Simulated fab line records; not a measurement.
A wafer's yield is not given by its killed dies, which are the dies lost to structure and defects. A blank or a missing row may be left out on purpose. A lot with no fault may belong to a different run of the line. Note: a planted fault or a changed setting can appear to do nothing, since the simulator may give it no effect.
Matching of chambers	flow gf180mcu	3 sister chambers for GF_V5_CVD_02 on pecvd-01
The step deposits SiO2 from TEOS, target thk 1450 nm, time 163.28 s. 20 wafers are shown with their chamber, then 10 later ones without.

== WAFERS WITH THEIR CHAMBER ==
wafer	chamber	heater-power-w (W)
L594.2	2	781
L594.4	0	1008
L594.6	1	615
L595.1	0	988
L595.3	2	730
L595.4	0	811
L600.1	1	688
L600.3	0	1022
L600.5	2	751
L602.2	2	759
L602.4	0	818
L602.5	2	637
L603.2	0	992
L603.5	0	840
L603.6	1	600
L606.2	1	732
L606.4	1	618
L606.6	0	977
L605.1	1	738
L605.3	2	726

SIGNATURES, as means of the wafers listed above
reading	chamber 0	chamber 1	chamber 2	scatter within a chamber
heater-power-w	932.00	665.17	730.67	73
Rule: a wafer's distance from a chamber is the root of the sum, over the readings, of the square of ((its reading less the chamber's mean) divided by the reading's scatter). If the next closest chamber is less than 2 further off than the closest, the wafer can't be placed; otherwise it belongs to the closest. The scatter: take each reading less its chamber's mean, square it, sum over the shown wafers, divide by the number of wafers less the number of chambers, and take the root.

== WAFERS WITH NO CHAMBER GIVEN ==
wafer	heater-power-w (W)
L605.4	832
L609.2	765
L609.3	1005
L609.5	704
L615.2	734
L615.3	927
L615.5	837
L616.3	734
L616.4	1019
L616.5	615

== WHICH CHAMBER EACH WENT THROUGH ==
wafer	from the rows above	in truth
L605.4	can't be placed: 0 or 2 or 1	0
L609.2	can't be placed: 2 or 1 or 0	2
L609.3	0	0
L609.5	can't be placed: 2 or 1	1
L615.2	can't be placed: 2 or 1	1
L615.3	0	0
L615.5	can't be placed: 0 or 2 or 1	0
L616.3	can't be placed: 2 or 1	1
L616.4	0	0
L616.5	can't be placed: 1 or 2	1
Placed correctly: 3 of 10. Cannot be placed on the basis of these rows: 7; the candidates contain the true chamber in 7. Wrongly placed: 0.
